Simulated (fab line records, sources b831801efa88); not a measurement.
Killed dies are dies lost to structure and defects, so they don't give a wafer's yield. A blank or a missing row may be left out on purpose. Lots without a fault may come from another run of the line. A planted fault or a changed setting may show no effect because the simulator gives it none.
A sampling plan put to the test | flow sky130 | one fab line, 47 faults that these records tell of, each judged on the records of the lots that it struck
The plan is the line's own looks: the steps of the route at which a gauge or an inspection reads the wafer and doesn't change it. A look can be judged if struck wafers have a number there and the file gives its usual mean and standard deviation on fault-free wafers. Caught: at a look after the fault's first step, the mean of the struck wafers lies 4 or more of those standard deviations (sigma) from the usual mean. On the tool: the same test on the tool's own readings at the fault's steps. Another recipe on the struck wafers, or a record that is blank for them alone, also counts as caught.

THE FAULTS, as the simulator had put them in
1. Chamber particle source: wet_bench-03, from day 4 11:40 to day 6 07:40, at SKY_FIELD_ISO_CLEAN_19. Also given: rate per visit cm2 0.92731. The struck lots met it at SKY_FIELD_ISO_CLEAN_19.
2. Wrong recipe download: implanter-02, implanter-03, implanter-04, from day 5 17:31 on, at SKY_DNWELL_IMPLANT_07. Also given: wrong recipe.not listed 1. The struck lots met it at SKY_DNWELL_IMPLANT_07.
3. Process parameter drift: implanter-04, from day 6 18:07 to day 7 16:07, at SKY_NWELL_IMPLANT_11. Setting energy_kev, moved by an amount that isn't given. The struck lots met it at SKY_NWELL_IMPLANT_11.
4. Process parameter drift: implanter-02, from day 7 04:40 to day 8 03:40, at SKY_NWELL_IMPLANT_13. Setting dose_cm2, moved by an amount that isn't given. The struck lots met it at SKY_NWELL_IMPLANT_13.
5. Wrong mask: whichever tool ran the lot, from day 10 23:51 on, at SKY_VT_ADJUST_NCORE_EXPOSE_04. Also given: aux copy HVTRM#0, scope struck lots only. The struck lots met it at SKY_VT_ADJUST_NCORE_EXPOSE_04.
6. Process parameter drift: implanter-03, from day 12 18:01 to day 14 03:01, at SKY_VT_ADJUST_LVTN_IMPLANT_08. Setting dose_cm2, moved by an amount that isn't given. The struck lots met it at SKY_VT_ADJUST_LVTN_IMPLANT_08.
7. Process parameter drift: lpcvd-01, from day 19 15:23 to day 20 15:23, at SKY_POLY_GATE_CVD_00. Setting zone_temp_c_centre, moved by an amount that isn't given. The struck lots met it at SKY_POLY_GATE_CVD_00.
8. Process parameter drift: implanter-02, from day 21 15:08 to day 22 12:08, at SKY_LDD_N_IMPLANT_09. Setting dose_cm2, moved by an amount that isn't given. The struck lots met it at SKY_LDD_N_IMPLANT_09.
9. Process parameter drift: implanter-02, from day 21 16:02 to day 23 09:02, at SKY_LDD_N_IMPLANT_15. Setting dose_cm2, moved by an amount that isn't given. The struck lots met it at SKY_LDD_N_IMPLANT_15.
10. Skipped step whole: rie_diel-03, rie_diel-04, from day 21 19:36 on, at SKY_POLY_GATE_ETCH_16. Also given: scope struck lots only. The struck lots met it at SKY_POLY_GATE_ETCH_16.
11. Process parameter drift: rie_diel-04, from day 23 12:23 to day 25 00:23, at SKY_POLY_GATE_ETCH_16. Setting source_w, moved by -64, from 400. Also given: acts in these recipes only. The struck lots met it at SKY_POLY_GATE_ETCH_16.
12. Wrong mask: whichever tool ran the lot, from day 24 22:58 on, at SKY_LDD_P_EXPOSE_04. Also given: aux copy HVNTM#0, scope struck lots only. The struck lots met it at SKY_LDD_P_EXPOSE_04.
13. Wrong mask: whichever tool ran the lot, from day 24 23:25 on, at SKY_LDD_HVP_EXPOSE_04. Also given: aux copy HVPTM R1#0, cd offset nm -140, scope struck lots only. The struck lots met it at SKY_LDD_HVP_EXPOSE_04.
14. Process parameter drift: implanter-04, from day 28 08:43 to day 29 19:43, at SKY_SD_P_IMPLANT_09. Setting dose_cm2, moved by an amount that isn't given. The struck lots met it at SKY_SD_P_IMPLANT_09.
15. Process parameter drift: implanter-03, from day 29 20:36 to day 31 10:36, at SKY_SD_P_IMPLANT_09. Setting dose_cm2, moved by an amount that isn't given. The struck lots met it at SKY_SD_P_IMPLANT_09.
16. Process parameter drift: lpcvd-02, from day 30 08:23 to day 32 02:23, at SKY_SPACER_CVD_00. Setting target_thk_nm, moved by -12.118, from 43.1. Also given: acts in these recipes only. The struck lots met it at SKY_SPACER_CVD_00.
17. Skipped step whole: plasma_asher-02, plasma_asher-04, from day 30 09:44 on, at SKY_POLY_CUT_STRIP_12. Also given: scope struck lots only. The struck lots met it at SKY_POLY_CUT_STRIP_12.
18. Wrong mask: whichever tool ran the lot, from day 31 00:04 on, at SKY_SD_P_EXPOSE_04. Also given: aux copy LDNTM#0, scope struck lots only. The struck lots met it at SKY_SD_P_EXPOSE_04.
19. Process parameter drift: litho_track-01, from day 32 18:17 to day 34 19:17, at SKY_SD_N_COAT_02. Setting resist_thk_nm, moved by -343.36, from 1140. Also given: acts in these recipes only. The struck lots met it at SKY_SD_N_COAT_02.
20. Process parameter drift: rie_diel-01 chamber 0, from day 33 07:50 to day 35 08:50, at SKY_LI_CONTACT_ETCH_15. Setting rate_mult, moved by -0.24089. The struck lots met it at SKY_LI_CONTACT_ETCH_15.
21. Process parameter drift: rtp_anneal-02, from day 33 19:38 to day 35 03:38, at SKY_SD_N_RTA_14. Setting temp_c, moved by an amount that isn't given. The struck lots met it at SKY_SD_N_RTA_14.
22. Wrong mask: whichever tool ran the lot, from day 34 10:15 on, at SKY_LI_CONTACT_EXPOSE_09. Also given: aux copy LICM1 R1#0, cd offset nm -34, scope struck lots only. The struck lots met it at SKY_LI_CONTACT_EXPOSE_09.
23. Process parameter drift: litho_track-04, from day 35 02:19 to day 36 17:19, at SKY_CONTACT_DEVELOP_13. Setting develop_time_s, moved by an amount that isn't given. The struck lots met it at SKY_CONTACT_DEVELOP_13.
24. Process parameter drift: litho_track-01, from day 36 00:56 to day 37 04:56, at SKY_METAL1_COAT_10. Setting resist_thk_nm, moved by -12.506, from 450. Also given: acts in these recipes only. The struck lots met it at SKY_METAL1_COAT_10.
25. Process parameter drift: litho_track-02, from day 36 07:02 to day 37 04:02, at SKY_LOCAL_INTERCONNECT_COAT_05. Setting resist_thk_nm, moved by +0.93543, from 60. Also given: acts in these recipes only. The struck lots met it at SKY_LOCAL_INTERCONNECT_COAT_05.
26. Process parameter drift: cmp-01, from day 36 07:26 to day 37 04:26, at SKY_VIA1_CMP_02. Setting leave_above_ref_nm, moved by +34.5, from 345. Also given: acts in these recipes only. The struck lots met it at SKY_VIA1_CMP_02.
27. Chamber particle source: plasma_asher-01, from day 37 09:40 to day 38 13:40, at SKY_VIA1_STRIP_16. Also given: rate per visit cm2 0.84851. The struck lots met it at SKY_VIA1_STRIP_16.
28. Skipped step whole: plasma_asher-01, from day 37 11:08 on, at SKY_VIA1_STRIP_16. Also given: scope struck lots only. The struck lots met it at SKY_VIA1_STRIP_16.
29. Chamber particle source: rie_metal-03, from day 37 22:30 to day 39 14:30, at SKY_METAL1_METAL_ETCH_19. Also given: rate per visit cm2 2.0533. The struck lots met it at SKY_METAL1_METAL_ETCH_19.
30. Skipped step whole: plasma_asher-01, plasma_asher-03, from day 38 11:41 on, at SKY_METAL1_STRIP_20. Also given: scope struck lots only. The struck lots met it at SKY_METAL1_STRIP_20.
31. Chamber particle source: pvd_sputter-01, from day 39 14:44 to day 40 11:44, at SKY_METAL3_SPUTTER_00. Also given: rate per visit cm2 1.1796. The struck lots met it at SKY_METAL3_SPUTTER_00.
32. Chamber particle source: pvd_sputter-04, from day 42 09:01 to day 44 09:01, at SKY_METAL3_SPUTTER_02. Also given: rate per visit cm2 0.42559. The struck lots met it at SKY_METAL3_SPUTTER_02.
33. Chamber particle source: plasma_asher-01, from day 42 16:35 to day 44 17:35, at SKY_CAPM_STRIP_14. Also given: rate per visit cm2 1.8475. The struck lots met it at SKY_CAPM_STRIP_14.
34. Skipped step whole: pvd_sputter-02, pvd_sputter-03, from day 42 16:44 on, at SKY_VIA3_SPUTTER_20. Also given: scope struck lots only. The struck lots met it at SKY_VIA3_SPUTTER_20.
35. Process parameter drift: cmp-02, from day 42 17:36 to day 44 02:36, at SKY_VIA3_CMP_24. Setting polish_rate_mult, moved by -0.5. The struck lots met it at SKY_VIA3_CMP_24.
36. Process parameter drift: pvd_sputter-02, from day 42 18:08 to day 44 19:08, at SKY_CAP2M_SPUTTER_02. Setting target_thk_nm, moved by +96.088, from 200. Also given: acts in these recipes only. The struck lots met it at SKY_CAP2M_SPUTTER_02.
37. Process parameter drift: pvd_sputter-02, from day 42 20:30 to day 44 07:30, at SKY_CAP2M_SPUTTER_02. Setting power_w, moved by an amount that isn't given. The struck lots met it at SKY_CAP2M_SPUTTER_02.
38. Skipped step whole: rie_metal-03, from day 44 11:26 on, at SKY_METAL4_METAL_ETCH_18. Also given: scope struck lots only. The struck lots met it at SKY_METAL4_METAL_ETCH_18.
39. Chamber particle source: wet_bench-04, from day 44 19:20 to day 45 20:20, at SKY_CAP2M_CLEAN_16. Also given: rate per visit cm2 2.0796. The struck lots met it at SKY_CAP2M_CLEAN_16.
40. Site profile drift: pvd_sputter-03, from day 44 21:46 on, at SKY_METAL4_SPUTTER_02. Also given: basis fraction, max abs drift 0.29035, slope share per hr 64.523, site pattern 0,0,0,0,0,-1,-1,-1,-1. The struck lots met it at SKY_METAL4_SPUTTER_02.
41. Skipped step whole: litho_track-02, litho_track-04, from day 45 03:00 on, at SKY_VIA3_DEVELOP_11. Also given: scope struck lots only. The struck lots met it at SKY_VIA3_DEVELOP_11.
42. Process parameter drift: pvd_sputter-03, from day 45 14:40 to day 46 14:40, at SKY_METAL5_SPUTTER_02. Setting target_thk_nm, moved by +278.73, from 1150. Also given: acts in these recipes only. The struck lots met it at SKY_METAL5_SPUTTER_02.
43. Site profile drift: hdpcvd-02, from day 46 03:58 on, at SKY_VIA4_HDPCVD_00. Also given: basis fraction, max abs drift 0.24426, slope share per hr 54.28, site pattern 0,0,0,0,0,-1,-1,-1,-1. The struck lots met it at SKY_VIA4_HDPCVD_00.
44. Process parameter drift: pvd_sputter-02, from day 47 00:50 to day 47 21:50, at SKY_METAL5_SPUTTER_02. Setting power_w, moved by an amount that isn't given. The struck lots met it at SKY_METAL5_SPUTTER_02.
45. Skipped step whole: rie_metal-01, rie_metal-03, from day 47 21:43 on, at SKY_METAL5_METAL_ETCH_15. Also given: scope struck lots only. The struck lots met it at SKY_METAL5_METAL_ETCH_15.
46. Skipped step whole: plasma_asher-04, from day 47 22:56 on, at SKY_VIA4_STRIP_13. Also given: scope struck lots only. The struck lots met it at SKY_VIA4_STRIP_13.
47. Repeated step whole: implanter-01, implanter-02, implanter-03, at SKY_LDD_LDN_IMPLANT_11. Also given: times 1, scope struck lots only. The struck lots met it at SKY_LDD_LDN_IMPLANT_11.

WHAT THE PLAN SAW
fault | on the tool itself                               | first look that catches it                      | reading, sigma                                           | median hours from its first step to that look | hours from the fault's start to the first struck lot there | judged looks passed uncaught
1     | under 2 sigma                                    | none of the 4 looks that can be judged after it | -                                                        | -                                             | -                                                          | 4
2     | no reading that can be judged                    | SKY_DNWELL_TW_MEAS_09                           | DNWELL_TW -99 or beyond                                  | 0.2                                           | 3                                                          | 0
3     | beam_energy_keV +55 sigma                        | no look after it can be judged                  | -                                                        | -                                             | -                                                          | 0
4     | dose_ions_cm2 +99 or beyond sigma                | SKY_NWELL_RS_MEAS_29                            | NWELL_RS -5.4                                            | 21.1                                          | 23                                                         | 0
5     | under 2 sigma                                    | SKY_VT_ADJUST_NCORE_TW_MEAS_11                  | VT_ADJUST_NCORE_TW -99 or beyond                         | 11.9                                          | 12                                                         | 0
6     | dose_ions_cm2 -99 or beyond sigma                | SKY_VT_ADJUST_LVTN_TW_MEAS_10                   | VT_ADJUST_LVTN_TW -22                                    | 0.2                                           | 3                                                          | 0
7     | spike_tc_centre_C -23 sigma                      | SKY_POLY_GATE_THK_MEAS_01                       | POLY_GATE_CVD_00_THK -12                                 | 1.2                                           | 14                                                         | 0
8     | dose_ions_cm2 +99 or beyond sigma                | SKY_LDD_N_TW_MEAS_17                            | LDD_N_TW +5.3                                            | 1.1                                           | 2                                                          | 0
9     | dose_ions_cm2 +99 or beyond sigma                | no look after it can be judged                  | -                                                        | -                                             | -                                                          | 0
10    | the tool's record is blank for the struck wafers | no look after it can be judged                  | -                                                        | -                                             | -                                                          | 0
11    | rf_fwd_power_W -45 sigma                         | no look after it can be judged                  | -                                                        | -                                             | -                                                          | 0
12    | under 2 sigma                                    | SKY_LDD_P_TW_MEAS_11                            | LDD_P_TW -99 or beyond                                   | 14.2                                          | 15                                                         | 0
13    | no reading that can be judged                    | no look after it can be judged                  | -                                                        | -                                             | -                                                          | 0
14    | dose_ions_cm2 +99 or beyond sigma                | SKY_SD_P_TW_MEAS_11                             | SD_P_TW +8.6                                             | 0.2                                           | 1                                                          | 0
15    | dose_ions_cm2 -99 or beyond sigma                | SKY_SD_P_TW_MEAS_11                             | SD_P_TW -12                                              | 0.2                                           | 15                                                         | 0
16    | no reading that can be judged                    | SKY_SPACER_THK_MEAS_01                          | SPACER_CVD_00_THK -27                                    | 1.2                                           | 7                                                          | 0
17    | the tool's record is blank for the struck wafers | SKY_SD_P_TW_MEAS_11                             | SD_P_TW -99 or beyond                                    | 27.6                                          | 28                                                         | 0
18    | under 2 sigma                                    | SKY_SD_P_TW_MEAS_11                             | SD_P_TW -99 or beyond                                    | 13.8                                          | 14                                                         | 0
19    | under 2 sigma                                    | SKY_SD_N_CD_MEAS_07                             | cd_nm +15                                                | 13.6                                          | 26                                                         | 0
20    | under 2 sigma                                    | no look after it can be judged                  | -                                                        | -                                             | -                                                          | 0
21    | wafer_temp_C_max +12 sigma                       | SKY_SD_N_RS_MEAS_16                             | SD_N_RS -29                                              | 0.2                                           | 2                                                          | 0
22    | under 2 sigma                                    | SKY_LI_CONTACT_CD_MEAS_12                       | cd_nm -23                                                | 13.5                                          | 15                                                         | 0
23    | no reading that can be judged                    | not the one look that can be judged after it    | strongest: cd_nm at SKY_CONTACT_CD_MEAS_14, +3.0         | -                                             | -                                                          | 1
24    | under 2 sigma                                    | none of the 2 looks that can be judged after it | -                                                        | -                                             | -                                                          | 2
25    | no reading that can be judged                    | none of the 2 looks that can be judged after it | -                                                        | -                                             | -                                                          | 2
26    | under 2 sigma                                    | not the one look that can be judged after it    | -                                                        | -                                             | -                                                          | 1
27    | under 2 sigma                                    | not the one look that can be judged after it    | -                                                        | -                                             | -                                                          | 1
28    | the tool's record is blank for the struck wafers | no look after it can be judged                  | -                                                        | -                                             | -                                                          | 0
29    | under 2 sigma                                    | not the one look that can be judged after it    | -                                                        | -                                             | -                                                          | 1
30    | the tool's record is blank for the struck wafers | no look after it can be judged                  | -                                                        | -                                             | -                                                          | 0
31    | under 2 sigma                                    | none of the 2 looks that can be judged after it | -                                                        | -                                             | -                                                          | 2
32    | under 2 sigma                                    | not the one look that can be judged after it    | -                                                        | -                                             | -                                                          | 1
33    | under 2 sigma                                    | no look after it can be judged                  | -                                                        | -                                             | -                                                          | 0
34    | the tool's record is blank for the struck wafers | no look after it can be judged                  | -                                                        | -                                             | -                                                          | 0
35    | overpolish_run_s -99 or beyond sigma             | no look after it can be judged                  | -                                                        | -                                             | -                                                          | 0
36    | under 2 sigma                                    | SKY_CAP2M_RS_MEAS_03                            | CAP2M_TIN_RS -27                                         | 0.1                                           | 2                                                          | 0
37    | cathode_dc_power_W -99 or beyond sigma           | SKY_CAP2M_RS_MEAS_03                            | CAP2M_TIN_RS +9.4                                        | 0.1                                           | 0                                                          | 0
38    | the tool's record is blank for the struck wafers | no look after it can be judged                  | -                                                        | -                                             | -                                                          | 0
39    | no reading that can be judged                    | not the one look that can be judged after it    | -                                                        | -                                             | -                                                          | 1
40    | under 2 sigma                                    | no look after it can be judged                  | -                                                        | -                                             | -                                                          | 0
41    | no reading that can be judged                    | no look after it can be judged                  | -                                                        | -                                             | -                                                          | 0
42    | under 2 sigma                                    | SKY_METAL5_RS_MEAS_05                           | METAL5_ALCU_RS -16                                       | 0.1                                           | 6                                                          | 0
43    | under 2 sigma                                    | SKY_VIA4_THK_MEAS_01                            | VIA4_HDPCVD_THK -10                                      | 0.2                                           | 10                                                         | 0
44    | cathode_dc_power_W -99 or beyond sigma           | none of the 2 looks that can be judged after it | strongest: METAL5_ALCU_RS at SKY_METAL5_RS_MEAS_05, +3.8 | -                                             | -                                                          | 2
45    | the tool's record is blank for the struck wafers | no look after it can be judged                  | -                                                        | -                                             | -                                                          | 0
46    | the tool's record is blank for the struck wafers | no look after it can be judged                  | -                                                        | -                                             | -                                                          | 0
47    | no reading that can be judged                    | SKY_LDD_LDN_TW_MEAS_13                          | LDD_LDN_TW +14                                           | 0.6                                           | -                                                          | 0
A dash: the fault isn't caught, or these records don't give the number.

Caught at a look: 20 of 47. Caught on the tool: 21 of 47. By one or the other: 32 of 47.
Caught on the tool alone: faults 3, 9, 10, 11, 28, 30, 34, 35, 38, 44, 45, 46.
Caught at a look alone: faults 2, 5, 12, 16, 18, 19, 22, 36, 42, 43, 47.
Caught by neither: faults 1, 13, 20, 23, 24, 25, 26, 27, 29, 31, 32, 33, 39, 40, 41.

THINNER SAMPLING
If the look that catches a fault measured only every second or every third lot, by lot number, the first struck lot would be measured this late in the worst case:
fault | struck lots at that look, in order of time | every lot | every second lot | every third lot
2     | L575, L576, L577, L578                     | 3 h       | 14 h             | 14 h
4     | L681, L682                                 | 23 h      | 38 h             | may miss all 2
5     | L886                                       | 12 h      | may miss it      | may miss it
6     | L184, L185                                 | 3 h       | 6 h              | may miss all 2
7     | L685, L684, L683                           | 14 h      | 16 h             | 16 h
8     | L274, L276                                 | 2 h       | may miss all 2   | may miss all 2
12    | L377                                       | 15 h      | may miss it      | may miss it
14    | L443, L445, L447                           | 1 h       | may miss all 3   | 21 h
15    | L286, L285                                 | 15 h      | 17 h             | may miss all 2
16    | L587, L586, L588                           | 7 h       | 10 h             | 13 h
17    | L656, L659, L658                           | 28 h      | 39 h             | may miss all 3
18    | L506                                       | 14 h      | may miss it      | may miss it
19    | L807, L810                                 | 26 h      | 38 h             | may miss all 2
21    | L560, L562                                 | 2 h       | may miss all 2   | may miss all 2
22    | L902                                       | 15 h      | may miss it      | may miss it
36    | L830, L831, L834                           | 2 h       | 3 h              | may miss all 3
37    | L358, L361                                 | 0 h       | 22 h             | may miss all 2
42    | L866, L869                                 | 6 h       | 7 h              | may miss all 2
43    | L968, L966, L971                           | 10 h      | 24 h             | may miss all 3
Hours are from the fault's start to the first struck lot that is measured. The limit of 4 sigma was tested on all struck wafers together, so one lot alone may lie under it. Other struck lots may not be in these records.

THE LONGEST TIMED WAY FROM STEP TO LOOK
Fault 17: a median of 27.6 hours passes between SKY_POLY_CUT_STRIP_12 and SKY_SD_P_TW_MEAS_11. No look between them can be judged.
